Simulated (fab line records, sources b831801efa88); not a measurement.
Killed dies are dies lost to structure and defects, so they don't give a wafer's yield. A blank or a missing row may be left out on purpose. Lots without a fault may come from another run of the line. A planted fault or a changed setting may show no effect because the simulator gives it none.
fab line records | flow sky130
record lots=11 wafers=33 last_day=51
route steps=708 shown METAL4@631 VIA4@639 PAD_OPEN@708
lots that met no fault: from a run of the same line without faults
start_h: hours from the record's first day to the start of the lot's first wafer shown | wait_h: hours since the lot's step before | " the same as in the row above | L1.1+2: a row that stands for several wafers | - no value, or no start given | * or withheld: withheld | < > ~ a bound
route shown NAME@n: a module of which the file shows steps, and the number in the route of the first | usual: mean/standard deviation of fault-free wafers | same: alike in all rows | chamber/n: place in a boat | sites: the reading at each site | _std_site: their standard deviation | _edge_site: outer sites' mean less inner sites' | radius_mm: how far each site lies from the wafer's centre | mask NAME#n: copy n | behind: the tool/chamber that last shaped the wafer | hold: why the lot was held/for how many hours/how that ended | device: the transistor (n, p or np) that didn't switch | end of line: the same wafers' tests at the end of the route | a step without rows: its recipe alone | killed: dies lost to structure and defects at the first sort, not the wafer's yield | map: a wafer's dies, x killed, . not, _ none there
set.NAME: the setting as run; set.NAME@STEP: as run at that earlier step | model.NAME: the simulator's own value behind a step, which no gauge read
steps of the route over a sample of lots; a table a step, a row a wafer
services: from which hour (start_h, from the record's first day; less than 0 if before it) a tool's chamber was out of use, for how many hours, and why
## steps
# step SKY_METAL4_DESCUM_15
# recipe chemistry=O2 source_power_w=150 bias_power_w=0 pressure_mtorr=10 temp_c=40 time_s=8
# usual drypump_motor_current_A=5.4/0.42 oes_product_au=1.001/0.01 temp_c=40.00/0.12
# same bias_power_w=0
# columns lot.wafer tool chamber start_h wait_h drypump_motor_current_A oes_product_au rf_hours_counter_h temp_c
L598.1 rie_metal-04 0 981.88 0.0 5.8 0.987 18 39.93
L598.2 " 1 " " 4.7 0.985 16 39.99
L598.4 " 0 " " 5.8 0.992 - 39.89
L601.3 rie_metal-03 1 1018.26 0.0 5.3 0.993 - 40.04
L601.4 " 1 " " 5.3 0.994 - 40.04
L601.5 " 1 " " 5.3 0.999 - 39.97
L603.1 rie_metal-02 1 1021.44 0.0 5.3 1.023 13 40.04
L603.3 " 1 " " 5.3 1.019 - 40.14
L603.4 " 0 " " 6.0 1.005 - 39.96
L605.3 rie_metal-04 1 1042.97 0.0 4.7 0.989 - 40.24
L605.4 " 0 " " 5.8 1.004 - 39.98
L605.5 " 0 " " 5.8 1.003 - 39.89
L607.2 rie_metal-04 1 1056.76 0.0 4.7 0.984 20 39.90
L607.3 " 1 " " 4.8 0.982 - 39.78
L607.4 " 0 " " 5.8 0.998 - 40.15
L612.3 rie_metal-03 1 1093.27 0.0 5.3 1.011 - 39.71
L612.4 " 0 " " 5.4 1.015 - 40.20
L612.6 " 0 " " 5.4 1.003 - 40.09
L615.1 rie_metal-02 0 1119.71 0.0 6.0 0.999 13 39.81
L615.4 " 0 " " 6.0 1.005 - 40.08
L615.6 " 0 " " 6.0 0.997 - 40.01
L617.1 rie_metal-02 0 1130.26 0.0 6.0 1.004 14 40.03
L617.2 " 1 " " 5.3 1.013 21 40.08
L617.3 " 0 " " 6.0 1.002 - 40.01
L618.2 rie_metal-02 0 1131.48 0.0 6.0 1.013 14 40.06
L618.4 " 1 " " 5.3 0.999 - 39.88
L618.6 " 1 " " 5.3 1.000 - 39.88
L620.1 rie_metal-04 1 1134.68 0.0 4.7 0.977 27 40.07
L620.2 " 0 " " 5.9 0.989 1 39.88
L620.5 " 0 " " 5.8 0.986 - 40.07
L621.2 rie_metal-04 1 1138.86 0.0 4.7 0.991 28 40.04
L621.4 " 1 " " 4.8 0.991 - 40.24
L621.5 " 0 " " 5.8 1.002 - 40.02
# step SKY_METAL4_ETCH_16
# recipe chemistry=N2/H2 target=BARC ion_energy_ev=200 bias_w=100 pressure_mtorr=30 n2_flow_sccm=100 h2_flow_sccm=200 icp_w=500 stop_on=SiO2 time_s=88.2 target_depth_a=600
# usual bias_w=100.0/0.32 drypump_motor_current_A=5.4/0.42 oes_product_au=0.625/0.0049 throttle_valve_pct=13.205/0.0095
# columns lot.wafer tool chamber start_h wait_h bias_w drypump_motor_current_A oes_product_au rf_hours_counter_h throttle_valve_pct
L598.1 rie_metal-04 0 981.91 0.0 100.7 5.8 0.618 18 13.207
L598.2 " 1 " " 100.0 4.7 0.626 16 13.206
L598.4 " 0 " " 100.4 5.8 0.628 - 13.208
L601.3 rie_metal-03 1 1018.37 0.1 100.0 5.3 0.622 - 13.199
L601.4 " 1 " " 99.9 5.3 0.625 - 13.205
L601.5 " 1 " " 100.6 5.3 0.623 - 13.213
L603.1 rie_metal-02 1 1021.47 0.0 100.0 5.3 0.621 13 13.194
L603.3 " 1 " " 99.8 5.3 0.625 - 13.181
L603.4 " 0 " " 100.2 6.0 0.623 - 13.188
L605.3 rie_metal-04 1 1043.02 0.0 99.6 4.8 0.632 - 13.187
L605.4 " 0 " " 100.1 5.8 0.631 - 13.195
L605.5 " 0 " " 100.1 5.9 0.618 - 13.208
L607.2 rie_metal-04 1 1056.79 0.0 100.4 4.8 0.630 20 13.205
L607.3 " 1 " " 100.3 4.8 0.619 - 13.196
L607.4 " 0 " " 99.8 5.8 0.623 - 13.207
L612.3 rie_metal-03 1 1093.32 0.0 100.6 5.3 0.630 - 13.194
L612.4 " 0 " " 100.0 5.4 0.631 - 13.192
L612.6 " 0 " " 100.2 5.4 0.631 - 13.192
L615.1 rie_metal-02 0 1119.74 0.0 100.1 6.0 0.627 13 13.230
L615.4 " 0 " " 100.4 6.0 0.623 - 13.204
L615.6 " 0 " " 100.4 6.0 0.628 - 13.208
L617.1 rie_metal-02 0 1130.29 0.0 99.9 6.0 0.630 14 13.198
L617.2 " 1 " " 100.2 5.3 0.624 21 13.211
L617.3 " 0 " " 99.6 6.0 0.640 - 13.193
L618.2 rie_metal-02 0 1131.52 0.0 99.8 6.0 0.617 14 13.205
L618.4 " 1 " " 99.3 5.3 0.627 - 13.186
L618.6 " 1 " " 99.6 5.3 0.624 - 13.200
L620.1 rie_metal-04 1 1134.72 0.0 100.0 4.7 0.617 27 13.213
L620.2 " 0 " " 100.1 5.8 0.618 1 13.211
L620.5 " 0 " " 100.2 5.8 0.619 - 13.220
L621.2 rie_metal-04 1 1138.89 0.0 100.3 4.8 0.628 28 13.194
L621.4 " 1 " " 100.2 4.7 0.630 - 13.219
L621.5 " 0 " " 100.2 5.8 0.627 - 13.219
# step SKY_VIA4_HDPCVD_00
# recipe material=SiO2 target_thk_nm=1750 sigma_open_frac=0.3 time_s=291.7 temp_c=400 sih4_flow_sccm=60 pressure_mtorr=6
# usual run_length_s=320.0/0.64
# columns lot.wafer tool chamber start_h wait_h run_length_s
L598.1 hdpcvd-02 2 982.82 0.0 320.7
L598.2 " 1 " " 319.6
L598.4 " 2 " " 320.1
L601.3 hdpcvd-02 2 1019.29 0.0 320.2
L601.4 " 0 " " 320.5
L601.5 " 1 " " 319.9
L603.1 hdpcvd-01 0 1022.43 0.0 320.3
L603.3 " 1 " " 318.8
L603.4 " 1 " " 318.5
L605.3 hdpcvd-01 2 1043.92 0.0 319.7
L605.4 " 0 " " 358.6
L605.5 " 1 " " 319.1
L607.2 hdpcvd-01 1 1057.68 0.0 318.5
L607.3 " 0 " " 358.9
L607.4 " 2 " " 319.7
L612.3 hdpcvd-02 1 1094.24 0.0 319.7
L612.4 " 1 " " 319.4
L612.6 " 0 " " 320.7
L615.1 hdpcvd-02 0 1120.85 0.0 321.1
L615.4 " 1 " " 319.4
L615.6 " 2 " " 320.3
L617.1 hdpcvd-02 1 1131.18 0.0 319.7
L617.2 " 0 " " 321.1
L617.3 " 2 " " 320.3
L618.2 hdpcvd-02 2 1132.55 0.0 320.0
L618.4 " 2 " " 320.4
L618.6 " 0 " " 320.5
L620.1 hdpcvd-01 2 1135.60 0.0 320.0
L620.2 " 1 " " 318.7
L620.5 " 1 " " 318.9
L621.2 hdpcvd-01 1 1139.82 0.0 318.4
L621.4 " 2 " " 320.0
L621.5 " 1 " " 318.8
# step SKY_VIA4_THK_MEAS_01
# recipe reads=SiO2_of_VIA4_HDPCVD_00
# usual VIA4_HDPCVD_THK=1734/20
# columns lot.wafer tool chamber start_h wait_h hold VIA4_HDPCVD_THK[nm]
L598.1 film_metro-02 - 983.00 0.1 - 1712
L598.2 " - " " - 1753
L598.4 " - " " - 1729
L601.3 film_metro-01 - 1019.49 0.1 - 1716
L601.4 " - " " - 1731
L601.5 " - " " - 1749
L603.1 film_metro-03 - 1022.61 0.1 - 1706
L603.3 " - " " - 1729
L603.4 " - " " - 1750
L605.3 film_metro-02 - 1044.12 0.1 await_dispo/0.2h/release 1727
L605.4 " - " " await_dispo/0.2h/release 1937
L605.5 " - " " await_dispo/0.2h/release 1740
L605.3 film_metro-02 - 1044.35 0.2 - 1725
L605.4 " - " " - 1937
L605.5 " - " " - 1741
L607.2 film_metro-02 - 1057.87 0.1 await_dispo/0.2h/release 1746
L607.3 " - " " await_dispo/0.2h/release 1962
L607.4 " - " " await_dispo/0.2h/release 1724
L607.2 film_metro-02 - 1058.09 0.2 - 1744
L607.3 " - " " - 1963
L607.4 " - " " - 1726
L612.3 film_metro-01 - 1094.44 0.1 - 1746
L612.4 " - " " - 1744
L612.6 " - " " - 1740
L615.1 film_metro-02 - 1121.02 0.1 - 1734
L615.4 " - " " - 1718
L615.6 " - " " - 1705
L617.1 film_metro-01 - 1131.36 0.1 - 1746
L617.2 " - " " - 1745
L617.3 " - " " - 1715
L618.2 film_metro-03 - 1132.74 0.1 - 1757
L618.4 " - " " - 1749
L618.6 " - " " - 1795
L620.1 film_metro-01 - 1135.78 0.1 - 1706
L620.2 " - " " - 1731
L620.5 " - " " - 1735
L621.2 film_metro-02 - 1140.01 0.1 - 1776
L621.4 " - " " - 1703
L621.5 " - " " - 1748
# step SKY_VIA4_OVL_MEAS_11
# usual VIA4_OVL=0.7/1.6
# columns lot.wafer tool chamber start_h wait_h VIA4_OVL[nm]
L598.1 overlay-02 - 1007.12 0.1 1.4
L598.2 " - " " -0.5
L598.4 " - " " 2.4
L601.3 overlay-02 - 1042.54 0.1 0.3
L601.4 " - " " 0.9
L601.5 " - " " -0.5
L603.1 overlay-02 - 1044.40 0.1 2.5
L603.3 " - " " 1.4
L603.4 " - " " 1.7
L605.3 overlay-01 - 1066.89 0.1 0.8
L605.4 " - " " 0.5
L605.5 " - " " 0.6
L607.2 overlay-01 - 1079.33 0.1 1.1
L607.3 " - " " 2.5
L607.4 " - " " 1.3
L612.3 overlay-01 - 1115.34 0.1 2.2
L612.4 " - " " -0.1
L612.6 " - " " 1.1
L615.1 overlay-02 - 1140.78 0.1 -0.8
L615.4 " - " " -1.7
L615.6 " - " " -1.6
L617.1 overlay-02 - 1150.98 0.1 1.6
L617.2 " - " " 5.2
L617.3 " - " " 1.2
L618.2 overlay-01 - 1152.01 0.1 1.7
L618.4 " - " " 1.0
L618.6 " - " " 0.9
L620.1 overlay-01 - 1155.28 0.1 1.5
L620.2 " - " " -0.3
L620.5 " - " " 1.9
L621.2 overlay-02 - 1159.16 0.1 2.5
L621.4 " - " " -0.4
L621.5 " - " " -2.0
# step SKY_PAD_OPEN_PROBE_99
# usual defect_limited_yield=82.2/2.1 killed_at_M0_to_M3=44/7.4 killed_at_M4_up=3.1/1.8 killed_at_contacts=25/6 killed_at_front_end=15/4.4 killed_at_other=0.3/0.49 killed_dies=88/10 killed_open=48/7.4 killed_short=39/6.3 sort_bin_3_pad_short=0.9/0.4 sort_bin_5_function=10.5/1.5 sort_bin_6_memory=6.5/1.3 sort_n_pass=404/10 sort_yield_pct=82.2/2.1
# same gross_dies=492 killed_at_back_side=0 sort_bin_4_leakage[%]=0 sort_bin_8_speed[%]=0
# columns lot.wafer tool chamber start_h wait_h defect_limited_yield[%] killed_at_M0_to_M3 killed_at_M4_up killed_at_contacts killed_at_front_end killed_at_other killed_dies killed_open killed_short sort_bin_3_pad_short[%] sort_bin_5_function[%] sort_bin_6_memory[%] sort_n_pass sort_yield_pct[%]
L598.1 prober-02 - 1078.52 0.1 80.5 41 1 37 17 0 96 57 39 0.8 12.8 5.9 396 80.5
L598.2 prober-02 - 1078.57 0.1 83.7 45 1 24 10 0 80 52 28 0.8 10.8 4.7 412 83.7
L598.4 prober-02 - 1078.67 0.2 81.7 47 4 21 18 0 90 51 39 0.4 11.8 6.1 402 81.7
L605.3 prober-01 - 1134.37 0.2 81.5 26 6 37 21 1 91 43 48 1.4 9.6 7.5 401 81.5
L605.4 prober-01 - 1134.42 0.2 84.1 29 2 29 18 0 78 51 27 0.8 8.3 6.7 414 84.1
L605.5 prober-01 - 1134.47 0.2 81.1 37 5 32 19 0 93 51 42 0 11.2 7.7 399 81.1
L607.2 prober-01 - 1144.31 0.1 82.7 35 1 33 16 0 85 47 38 0.8 10.8 5.7 407 82.7
L607.3 prober-01 - 1144.36 0.2 79.1 50 1 33 19 0 103 63 40 1.0 11.8 8.1 389 79.1
L607.4 prober-01 - 1144.41 0.2 83.5 32 3 17 29 0 81 40 41 1.2 10.2 5.1 411 83.5
L618.2 prober-02 - 1207.86 0.1 81.5 48 6 19 16 2 91 53 37 1.6 11.0 5.9 401 81.5
L618.4 prober-02 - 1207.96 0.2 78.0 54 2 31 20 1 108 47 60 1.6 14.4 5.9 384 78.0
L618.6 prober-02 - 1208.06 0.2 82.9 50 4 15 14 1 84 43 39 0.6 9.8 6.7 408 82.9
# killed by level:class
L598.1 CONTACT:geometric_particle:open=14 VIA1:geometric_particle:open=12 METAL1:geometric_particle:short=8 FIELD_ISO:geometric_particle:short=7 VIA3:geometric_particle:open=7 LI_CONTACT:geometric_particle:open=6 LOCAL_INTERCONNECT:geometric_particle:short=6 FIELD_ISO:geometric_particle:open=4
L598.2 VIA1:geometric_particle:open=12 VIA3:geometric_particle:open=10 LI_CONTACT:geometric_particle:open=8 CONTACT:geometric_particle:open=8 METAL2:geometric_particle:short=8 VIA2:geometric_particle:open=6 CONTACT:geometric_particle:short=4 FIELD_ISO:geometric_particle:open=3
L598.4 VIA1:geometric_particle:open=10 CONTACT:geometric_particle:open=9 VIA2:geometric_particle:open=7 LI_CONTACT:geometric_particle:open=7 VIA3:geometric_particle:open=7 METAL2:geometric_particle:short=6 METAL1:geometric_particle:short=5 FIELD_ISO:geometric_particle:open=4
L605.3 LI_CONTACT:geometric_particle:open=10 LOCAL_INTERCONNECT:geometric_particle:short=9 CONTACT:geometric_particle:short=8 FIELD_ISO:geometric_particle:open=7 CONTACT:geometric_particle:open=7 METAL4:geometric_particle:short=6 VIA1:geometric_particle:open=5 FIELD_ISO:geometric_particle:short=4
L605.4 CONTACT:geometric_particle:open=14 POLY_GATE:geometric_particle:open=7 LI_CONTACT:geometric_particle:open=7 FIELD_ISO:geometric_particle:open=6 METAL1:geometric_particle:short=6 VIA1:geometric_particle:open=6 VIA2:geometric_particle:open=5 CONTACT:geometric_particle:short=4
L605.5 LI_CONTACT:geometric_particle:open=13 VIA1:geometric_particle:open=12 VIA1:geometric_particle:short=11 CONTACT:geometric_particle:open=9 POLY_GATE:geometric_particle:open=6 POLY_GATE:geometric_particle:short=6 LI_CONTACT:geometric_particle:short=4 LOCAL_INTERCONNECT:geometric_particle:short=4
L607.2 CONTACT:geometric_particle:open=13 LOCAL_INTERCONNECT:geometric_particle:short=11 VIA1:geometric_particle:open=7 FIELD_ISO:geometric_particle:open=6 VIA3:geometric_particle:open=6 METAL3:geometric_particle:short=6 VIA2:geometric_particle:open=5 FIELD_ISO:geometric_particle:short=4
L607.3 LI_CONTACT:geometric_particle:open=11 CONTACT:geometric_particle:open=10 VIA1:geometric_particle:open=10 VIA2:geometric_particle:open=9 VIA3:geometric_particle:open=6 FIELD_ISO:geometric_particle:short=5 METAL2:geometric_particle:short=5 FIELD_ISO:geometric_particle:open=4
L607.4 FIELD_ISO:geometric_particle:short=11 FIELD_ISO:geometric_particle:open=9 VIA1:geometric_particle:open=7 CONTACT:geometric_particle:open=6 VIA2:geometric_particle:short=5 VIA3:geometric_particle:open=5 POLY_GATE:geometric_particle:short=4 LI_CONTACT:geometric_particle:open=4
L618.2 VIA1:geometric_particle:open=10 VIA2:geometric_particle:open=9 LI_CONTACT:geometric_particle:open=7 CONTACT:geometric_particle:open=7 METAL1:geometric_particle:short=6 VIA1:geometric_particle:short=6 FIELD_ISO:geometric_particle:open=5 METAL4:geometric_particle:short=5
L618.4 VIA1:geometric_particle:short=11 LOCAL_INTERCONNECT:geometric_particle:short=8 CONTACT:geometric_particle:open=8 VIA1:geometric_particle:open=7 POLY_GATE:geometric_particle:short=7 METAL2:geometric_particle:short=7 LI_CONTACT:geometric_particle:open=5 VIA2:geometric_particle:short=4
L618.6 VIA1:geometric_particle:open=9 VIA3:geometric_particle:open=7 METAL1:geometric_particle:short=7 VIA2:geometric_particle:open=7 FIELD_ISO:geometric_particle:open=6 VIA1:geometric_particle:short=6 CONTACT:geometric_particle:open=5 LOCAL_INTERCONNECT:geometric_particle:short=4
## services
# columns tool chamber start_h hours kind
hdpcvd-01 0 965.25 - clean
hdpcvd-01 1 965.25 - clean
hdpcvd-01 2 965.25 - clean
hdpcvd-01 - 979.23 5.5 pm
rie_metal-04 - 1002.14 0.2 repair
rie_metal-03 0 1003.68 - clean
rie_metal-03 0 1003.68 21.4 scheduled_down
rie_metal-03 0 1003.68 21.4 vent_cycle
rie_metal-04 0 1111.35 - clean
rie_metal-04 0 1111.35 - consumable_replace:focus_ring
rie_metal-04 0 1111.35 16.1 scheduled_down
rie_metal-04 0 1111.35 16.1 vent_cycle
## key
first_sign step=SKY_VIA4_HDPCVD_00 reading=run_length_s direction=up sigmas=60 usual=* struck=*
effect step=SKY_VIA4_THK_MEAS_01 reading=visit direction=added
effect step=SKY_VIA4_THK_MEAS_01 reading=VIA4_HDPCVD_THK direction=up sigmas=11 usual=1734 struck=1949
met_at SKY_VIA4_HDPCVD_00
struck_lots L605,L607
struck_wafers L605.4,L607.3
not_acting_at SKY_METAL4_DESCUM_15,SKY_METAL4_ETCH_16,SKY_VIA4_OVL_MEAS_11
onset_between 1022.43 1043.92
fault kind=process_parameter_drift tool=hdpcvd-01 chamber=0 onset_h=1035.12 steps=SKY_VIA4_HDPCVD_00 channel=time_s offset=* shape=step end_h=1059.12 acts_in=* stated=*
